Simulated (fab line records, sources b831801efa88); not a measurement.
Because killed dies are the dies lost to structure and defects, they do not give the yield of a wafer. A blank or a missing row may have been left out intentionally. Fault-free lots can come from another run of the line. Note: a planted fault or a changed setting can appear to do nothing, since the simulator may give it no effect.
fab line records	flow sky130
record: lots: 5	wafers: 15	lastDay: 50
route steps=708 shown VT_ADJUST_NCORE@123 VT_ADJUST_HVTR@131 PAD_OPEN@708
lots that met no fault: taken from a fault-free run of the same line
startH: hours from the record's first day to the start of the lot's first wafer shown	waitH: hours elapsed since this lot's preceding step	" same as the row above	L1.1+2: one row covering several wafers at once	- value missing, or start not given	* or withheld: withheld	< > ~ a bound
route shown NAME@n: names a module that has steps shown in the file, with the first one's number in the route	usual: average and standard deviation across the fault-free wafers	same: alike in all rows	chamber/n: place in a boat	sites: the reading at each site	_std_site: their standard deviation	_edge_site: mean of outer sites minus mean of inner sites	radiusMm: for every site, how far away it sits from the centre of the wafer	mask NAME#n: copy n	behind: the most recent tool/chamber to have shaped the wafer	hold: cause of the lot's hold/its duration in hours/its outcome	device: transistor that didn't switch, given as n, p or np	end of line: tests of these same wafers at the route's end	where a step has no rows: the recipe by itself	killed: dies that structure and defects cost at the first sort, which is not the same as the wafer's yield	map: a wafer's dies, marking killed ones x, the rest . and places with no die _
set.NAME: the setting as run; set.NAME@STEP: as run at that earlier step	model.NAME: the simulator's own value behind a step, which no gauge read
lots at some steps of the route; a table a step, a row a wafer
services: when a tool's chamber went out of use (startH, in hours from the record's first day, below 0 if earlier), for how many hours, and the reason
== steps ==
step: SKY_VT_ADJUST_NCORE_EXPOSE_04
recipe: maskId: LVTN_COMPLEMENT_THIN	na: 0.6	sourceShape: conventional	sigmaOuter: 0.6	polarization: unpolarized	targetCdNm: 380	doseMj: 139
step: SKY_VT_ADJUST_NCORE_PEB_05
recipe: tempC: withheld	timeS: *	resist: NOVOLAK
step: SKY_VT_ADJUST_NCORE_DEVELOP_06
recipe: resist: NOVOLAK	developer: TMAH	developTimeS: 60	devTempC: 22.24
step: SKY_VT_ADJUST_NCORE_CD_MEAS_07
recipe: targetCdNm: 380
usual: cdNm: 379.7/2.6
lot.wafer	tool	chamber	startH	waitH	cdNm
L936.2	cdSem-02	-	220.33	0.1	382.2
L936.3	"	-	"	"	378.9
L936.5	"	-	"	"	379.4
L938.1	cdSem-02	-	233.41	0.1	376.7
L938.2	"	-	"	"	378.8
L938.3	"	-	"	"	381.1
L947.1	cdSem-02	-	296.21	0.1	375.6
L947.4	"	-	"	"	376.9
L947.5	"	-	"	"	379.6
L950.2	cdSem-01	-	315.63	0.1	380.3
L950.4	"	-	"	"	380.1
L950.5	"	-	"	"	379.8
L952.1	cdSem-01	-	328.82	0.1	377.1
L952.3	"	-	"	"	377.9
L952.5	"	-	"	"	377.8
step: SKY_VT_ADJUST_NCORE_OVL_MEAS_08
usual: VT_ADJUST_NCORE_OVL: -0.5/1.2
lot.wafer	tool	chamber	startH	waitH	VT_ADJUST_NCORE_OVL[nm]
L936.2	overlay-01	-	220.43	0.1	-3.6
L936.3	"	-	"	"	-0.3
L936.5	"	-	"	"	-0.8
L938.1	overlay-02	-	233.53	0.1	0.0
L938.2	"	-	"	"	-1.5
L938.3	"	-	"	"	-1.9
L947.1	overlay-01	-	296.33	0.1	1.6
L947.4	"	-	"	"	2.0
L947.5	"	-	"	"	0.4
L950.2	overlay-02	-	315.74	0.1	-0.8
L950.4	"	-	"	"	-0.9
L950.5	"	-	"	"	-1.1
L952.1	overlay-01	-	328.94	0.1	-0.5
L952.3	"	-	"	"	0.0
L952.5	"	-	"	"	-0.4
step: SKY_VT_ADJUST_NCORE_IMPLANT_09
recipe: species: B	energyKev: 10	doseCm2: 2.4e+12	tiltDeg: withheld
step: SKY_VT_ADJUST_NCORE_STRIP_10
recipe: chemistry: O2/N2	powerW: 1400	pressureMtorr: 1500	platenTempC: withheld	o2FlowSccm: 3000	n2FlowSccm: 300	overashFraction: 0.5
usual: drypumpMotorCurrentA: 5.77/0.21	o2FlowSccm: 2999/9.7	oesProductAu: 0.715/0.0045	stripTimeToEndpointS: 14.17/0.036
lot.wafer	tool	chamber	startH	waitH	drypumpMotorCurrentA	o2FlowSccm	oesProductAu	rfHoursCounterH	stripTimeToEndpointS
L936.2	plasmaAsher-04	1	220.61	0.1	5.67	3007	0.707	54	14.17
L936.3	"	0	"	"	5.63	3000	0.716	-	14.14
L936.5	"	1	"	"	5.66	3009	0.718	-	14.18
L938.1	plasmaAsher-01	1	233.71	0.1	5.73	3010	0.709	41	14.12
L938.2	"	0	"	"	5.99	2987	0.717	41	14.16
L938.3	"	1	"	"	5.75	3018	0.709	-	14.16
L947.1	plasmaAsher-01	1	296.51	0.1	5.70	2984	0.708	46	14.21
L947.4	"	0	"	"	6.00	2987	0.719	-	14.19
L947.5	"	1	"	"	5.76	2996	0.715	-	14.18
L950.2	plasmaAsher-01	1	315.92	0.1	5.76	2996	0.712	48	14.15
L950.4	"	1	"	"	5.77	2986	0.722	-	14.14
L950.5	"	0	"	"	6.00	3010	0.715	-	14.10
L952.1	plasmaAsher-04	0	329.13	0.1	5.64	2994	0.718	64	14.20
L952.3	"	1	"	"	5.69	3001	0.719	-	14.15
L952.5	"	1	"	"	5.71	3010	0.717	-	14.17
step: SKY_VT_ADJUST_NCORE_TW_MEAS_11
usual: VT_ADJUST_NCORE_TW: 218.0/1.3
lot.wafer	tool	chamber	startH	waitH	VT_ADJUST_NCORE_TW
L936.2	filmMetro-04	-	220.72	0.1	220.0
L936.3	"	-	"	"	221.1
L936.5	"	-	"	"	220.0
L938.1	filmMetro-04	-	233.81	0.1	220.2
L938.2	"	-	"	"	219.7
L938.3	"	-	"	"	220.2
L947.1	filmMetro-01	-	296.61	0.1	219.0
L947.4	"	-	"	"	217.9
L947.5	"	-	"	"	219.0
L950.2	filmMetro-03	-	316.03	0.1	217.1
L950.4	"	-	"	"	219.1
L950.5	"	-	"	"	217.4
L952.1	filmMetro-03	-	329.23	0.1	217.0
L952.3	"	-	"	"	218.1
L952.5	"	-	"	"	217.4
step: SKY_VT_ADJUST_HVTR_DEHYDRATE_00
recipe: tempC: 200	timeS: 60
step: SKY_VT_ADJUST_HVTR_HMDS_01
recipe: primeTimeS: 60	primeTempC: 120
step: SKY_VT_ADJUST_HVTR_COAT_02
recipe: resist: NOVOLAK	spinRpm: 3000	resistThkNm: 1140
step: SKY_VT_ADJUST_HVTR_SOFTBAKE_03
recipe: tempC: 90	timeS: 60	resist: NOVOLAK
step: SKY_VT_ADJUST_HVTR_EXPOSE_04
recipe: maskId: HVTRM	targetCdNm: 380	na: 0.6	sourceShape: conventional	sigmaOuter: 0.6	doseMj: 150
same: sigmaOuter: 0.6
lot.wafer	tool	chamber	startH	waitH	mask
L936.2+3+5	ilineStepper-02	0	231.08	-	HVTRM#0
L938.1+2+3	ilineStepper-01	0	245.11	-	TUNM#0
L947.1+4+5	ilineStepper-02	0	309.45	-	HVTRM#0
L950.2+4+5	ilineStepper-01	0	328.99	-	HVTRM#0
L952.1+3+5	ilineStepper-01	0	342.58	-	HVTRM#0
step: SKY_VT_ADJUST_HVTR_PEB_05
recipe: tempC: withheld	timeS: *	resist: NOVOLAK
step: SKY_VT_ADJUST_HVTR_DEVELOP_06
recipe: developTimeS: 60	devTempC: 23
step: SKY_VT_ADJUST_HVTR_CD_MEAS_07
recipe: targetCdNm: 380
usual: cdNm: 380.5/2.3
lot.wafer	tool	chamber	startH	waitH	cdNm
L936.2	cdSem-02	-	242.03	0.1	383.9
L936.3	"	-	"	"	381.7
L936.5	"	-	"	"	380.9
L938.1	cdSem-01	-	255.58	0.1	-
L938.2	"	-	"	"	-
L938.3	"	-	"	"	-
L947.1	cdSem-02	-	322.01	0.1	380.3
L947.4	"	-	"	"	381.8
L947.5	"	-	"	"	381.4
L950.2	cdSem-01	-	342.08	0.1	379.2
L950.4	"	-	"	"	380.1
L950.5	"	-	"	"	383.4
L952.1	cdSem-02	-	355.61	0.1	381.0
L952.3	"	-	"	"	383.8
L952.5	"	-	"	"	382.2
step: SKY_VT_ADJUST_HVTR_OVL_MEAS_08
usual: VT_ADJUST_HVTR_OVL: 0.0/1.1
lot.wafer	tool	chamber	startH	waitH	VT_ADJUST_HVTR_OVL[nm]
L936.2	overlay-02	-	242.13	0.1	-0.7
L936.3	"	-	"	"	-0.1
L936.5	"	-	"	"	1.0
L938.1	overlay-02	-	255.70	0.1	-
L938.2	"	-	"	"	-
L938.3	"	-	"	"	-
L947.1	overlay-02	-	322.13	0.1	1.3
L947.4	"	-	"	"	1.9
L947.5	"	-	"	"	1.1
L950.2	overlay-02	-	342.19	0.1	-2.3
L950.4	"	-	"	"	-0.8
L950.5	"	-	"	"	0.0
L952.1	overlay-01	-	355.73	0.1	1.3
L952.3	"	-	"	"	0.3
L952.5	"	-	"	"	-1.1
step: SKY_VT_ADJUST_HVTR_IMPLANT_09
recipe: species: B	energyKev: 10	doseCm2: 2.149e+12	tiltDeg: withheld
step: SKY_VT_ADJUST_HVTR_STRIP_10
recipe: chemistry: O2/N2	powerW: 1400	pressureMtorr: 1500	platenTempC: withheld	o2FlowSccm: 3000	n2FlowSccm: 300	overashFraction: 0.5
usual: drypumpMotorCurrentA: 5.5/0.47	o2FlowSccm: 3000/8.3	oesProductAu: 0.716/0.0049	stripTimeToEndpointS: 14.17/0.039
lot.wafer	tool	chamber	startH	waitH	drypumpMotorCurrentA	o2FlowSccm	oesProductAu	rfHoursCounterH	stripTimeToEndpointS
L936.2	plasmaAsher-01	0	242.31	0.1	6.0	3001	0.723	42	14.14
L936.3	"	1	"	"	5.7	3007	0.720	-	14.19
L936.5	"	1	"	"	5.7	2988	0.714	-	14.10
L938.1	plasmaAsher-01	1	255.88	0.1	5.7	2998	0.722	43	14.24
L938.2	"	0	"	"	6.0	3001	0.715	43	14.24
L938.3	"	0	"	"	6.0	2991	0.712	-	14.25
L947.1	plasmaAsher-01	1	322.31	0.1	5.7	3000	0.723	49	14.20
L947.4	"	0	"	"	6.0	3007	0.716	-	14.21
L947.5	"	1	"	"	5.7	2993	0.712	-	14.21
L950.2	plasmaAsher-03	1	342.37	0.1	5.0	3003	0.720	22	14.19
L950.4	"	1	"	"	5.0	3002	0.713	-	14.12
L950.5	"	0	"	"	4.9	3006	0.702	-	14.13
L952.1	plasmaAsher-03	0	355.92	0.1	4.8	3005	0.715	23	14.16
L952.3	"	0	"	"	4.8	2999	0.715	-	14.16
L952.5	"	1	"	"	5.0	2991	0.718	-	14.17
step: SKY_VT_ADJUST_HVTR_TW_MEAS_11
usual: VT_ADJUST_HVTR_TW: 212.2/1.5
lot.wafer	tool	chamber	startH	waitH	hold	VT_ADJUST_HVTR_TW
L936.2	filmMetro-02	-	242.42	0.1	-	213.2
L936.3	"	-	"	"	-	212.9
L936.5	"	-	"	"	-	213.8
L938.1	filmMetro-02	-	255.98	0.1	awaitDispo/0.2h/release	30.3
L938.2	"	-	"	"	awaitDispo/0.2h/release	30.1
L938.3	"	-	"	"	awaitDispo/0.2h/release	30.1
L938.1	filmMetro-02	-	256.21	0.2	-	30.1
L938.2	"	-	"	"	-	30.2
L938.3	"	-	"	"	-	30.3
L947.1	filmMetro-02	-	322.41	0.1	-	214.6
L947.4	"	-	"	"	-	212.9
L947.5	"	-	"	"	-	214.1
L950.2	filmMetro-02	-	342.48	0.1	-	213.1
L950.4	"	-	"	"	-	214.7
L950.5	"	-	"	"	-	214.1
L952.1	filmMetro-02	-	356.02	0.1	-	213.8
L952.3	"	-	"	"	-	213.4
L952.5	"	-	"	"	-	213.3
step: SKY_PAD_OPEN_PROBE_99
usual: defectLimitedYield: 82.6/2	killed_at_M0_to_M3: 43/7.1	killed_at_M4_up: 3.0/1.9	killedAtContacts: 24/5	killedAtFrontEnd: 15/4.3	killedAtOther: 0.3/0.5	killedDies: 85/9.6	killedOpen: 46/7.1	killedShort: 39/6.8	sort_bin_3_pad_short: 0.9/0.42	sort_bin_5_function: 10.2/1.4	sort_bin_6_memory: 6.3/1.2	sortNPass: 407/9.6	sortYieldPct: 82.6/2
same: grossDies: 492	killedAtBackSide: 0	sort_bin_4_leakage[%]: 0	sort_bin_8_speed[%]: 0
lot.wafer	tool	chamber	startH	waitH	defectLimitedYield[%]	killed_at_M0_to_M3	killed_at_M4_up	killedAtContacts	killedAtFrontEnd	killedAtOther	killedDies	killedOpen	killedShort	sort_bin_3_pad_short[%]	sort_bin_5_function[%]	sort_bin_6_memory[%]	sortNPass	sortYieldPct[%]
L936.2	prober-02	-	1104.16	0.1	82.9	43	2	27	12	0	84	47	37	0.8	11.2	5.1	408	82.9
L936.3	prober-02	-	1104.21	0.2	84.8	36	1	27	11	0	75	40	35	0.4	9.8	5.1	417	84.8
L936.5	prober-02	-	1104.31	0.2	84.3	42	2	20	13	0	77	41	36	0.6	9.6	5.5	415	84.3
L950.2	prober-01	-	1177.29	0.1	80.7	42	3	29	21	0	95	51	44	0.4	11.4	7.5	397	80.7
L950.4	prober-01	-	1177.39	0.2	81.9	39	2	23	25	0	89	51	38	0.8	11.6	5.7	403	81.9
L950.5	prober-01	-	1177.44	0.2	81.9	46	2	24	17	0	89	44	45	0.6	9.1	8.3	403	81.9
L952.1	prober-01	-	1189.49	0.1	84.6	40	1	23	10	2	76	34	42	1.0	8.3	6.1	416	84.6
L952.3	prober-01	-	1189.59	0.2	80.1	56	0	27	15	0	98	59	39	0.6	11.2	8.1	394	80.1
L952.5	prober-01	-	1189.69	0.2	82.5	49	3	21	12	1	86	46	40	0.6	10.4	6.5	406	82.5
killed by level:class
L936.2 CONTACT:geometricParticle:open=13 VIA1:geometricParticle:open=10 VIA2:geometricParticle:open=6 METAL1:geometricParticle:short=6 VIA1:geometricParticle:short=6 CONTACT:geometricParticle:short=5 LI_CONTACT:geometricParticle:short=4 METAL1:geometricParticle:open=4
L936.3 CONTACT:geometricParticle:open=10 VIA2:geometricParticle:open=8 LI_CONTACT:geometricParticle:open=6 VIA1:geometricParticle:open=6 LI_CONTACT:geometricParticle:short=5 POLY_GATE:geometricParticle:short=4 VIA3:geometricParticle:open=4 METAL1:geometricParticle:short=4
L936.5 VIA1:geometricParticle:open=9 VIA2:geometricParticle:open=8 CONTACT:geometricParticle:open=6 LI_CONTACT:geometricParticle:open=5 METAL1:geometricParticle:short=5 POLY_GATE:geometricParticle:short=4 CONTACT:geometricParticle:short=4 LI_CONTACT:geometricParticle:short=4
L950.2 CONTACT:geometricParticle:short=12 VIA1:geometricParticle:open=11 CONTACT:geometricParticle:open=9 VIA2:geometricParticle:open=8 POLY_GATE:geometricParticle:open=6 POLY_GATE:geometricParticle:short=6 METAL1:geometricParticle:short=5 VIA3:geometricParticle:open=5
L950.4 POLY_GATE:geometricParticle:open=9 POLY_GATE:geometricParticle:short=9 CONTACT:geometricParticle:open=9 LI_CONTACT:geometricParticle:open=7 VIA1:geometricParticle:short=6 VIA1:geometricParticle:open=6 VIA2:geometricParticle:open=6 VIA3:geometricParticle:open=6
L950.5 VIA1:geometricParticle:open=9 CONTACT:geometricParticle:open=9 METAL1:geometricParticle:short=7 CONTACT:geometricParticle:short=7 LI_CONTACT:geometricParticle:open=6 METAL2:geometricParticle:short=6 VIA1:geometricParticle:short=5 VIA3:geometricParticle:open=5
L952.1 CONTACT:geometricParticle:open=8 VIA2:geometricParticle:open=7 CONTACT:geometricParticle:short=6 VIA1:geometricParticle:open=6 LI_CONTACT:geometricParticle:short=5 METAL1:geometricParticle:short=5 VIA3:geometricParticle:open=5 METAL2:geometricParticle:short=5
L952.3 VIA1:geometricParticle:open=16 CONTACT:geometricParticle:open=13 VIA1:geometricParticle:short=9 METAL2:geometricParticle:short=7 VIA3:geometricParticle:open=7 LI_CONTACT:geometricParticle:open=6 VIA2:geometricParticle:open=6 POLY_GATE:geometricParticle:open=4
L952.5 VIA1:geometricParticle:open=10 VIA2:geometricParticle:open=9 METAL2:geometricParticle:short=7 VIA1:geometricParticle:short=6 CONTACT:geometricParticle:open=6 LI_CONTACT:geometricParticle:open=5 CONTACT:geometricParticle:short=5 VIA2:geometricParticle:short=5
== services ==
tool	chamber	startH	hours	kind
ilineStepper-02	-	220.34	1.7	pm
ilineStepper-02	-	240.53	8.9	pm
plasmaAsher-04	-	258.29	1.2	repair
plasmaAsher-01	-	262.23	5.1	repair
plasmaAsher-03	-	273.48	0.4	repair
ilineStepper-01	-	276.49	2.1	pm
ilineStepper-01	-	278.57	-	consumableReplace:lamp
ilineStepper-01	-	307.06	11.4	repair
plasmaAsher-01	-	321.18	0.5	repair
ilineStepper-01	-	331.09	1.7	pm
plasmaAsher-04	-	331.88	2.0	repair
plasmaAsher-04	-	339.27	4.0	repair
plasmaAsher-04	-	346.81	2.8	pm
ilineStepper-01	-	355.30	11.9	repair
== key ==
firstSign: step: SKY_VT_ADJUST_HVTR_EXPOSE_04	reading: mask	direction: changed
effect: step: SKY_VT_ADJUST_HVTR_CD_MEAS_07	reading: cdNm	direction: missing
effect: step: SKY_VT_ADJUST_HVTR_OVL_MEAS_08	reading: VT_ADJUST_HVTR_OVL	direction: missing
effect: step: SKY_VT_ADJUST_HVTR_TW_MEAS_11	reading: visit	direction: added
effect: step: SKY_VT_ADJUST_HVTR_TW_MEAS_11	reading: VT_ADJUST_HVTR_TW	direction: down	sigmas: 99+	usual: 212.2	struck: 30.2
metAt SKY_VT_ADJUST_HVTR_EXPOSE_04
struckWafers L938.1,L938.2,L938.3
scrappedBehind SKY_VT_ADJUST_HVTR_TW_MEAS_11 L938.1,L938.2,L938.3
fault: kind: wrongMask	tool: any	chamber: -	onsetH: 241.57	steps: SKY_VT_ADJUST_HVTR_EXPOSE_04	auxCopy: TUNM#0	scope: struckLotsOnly
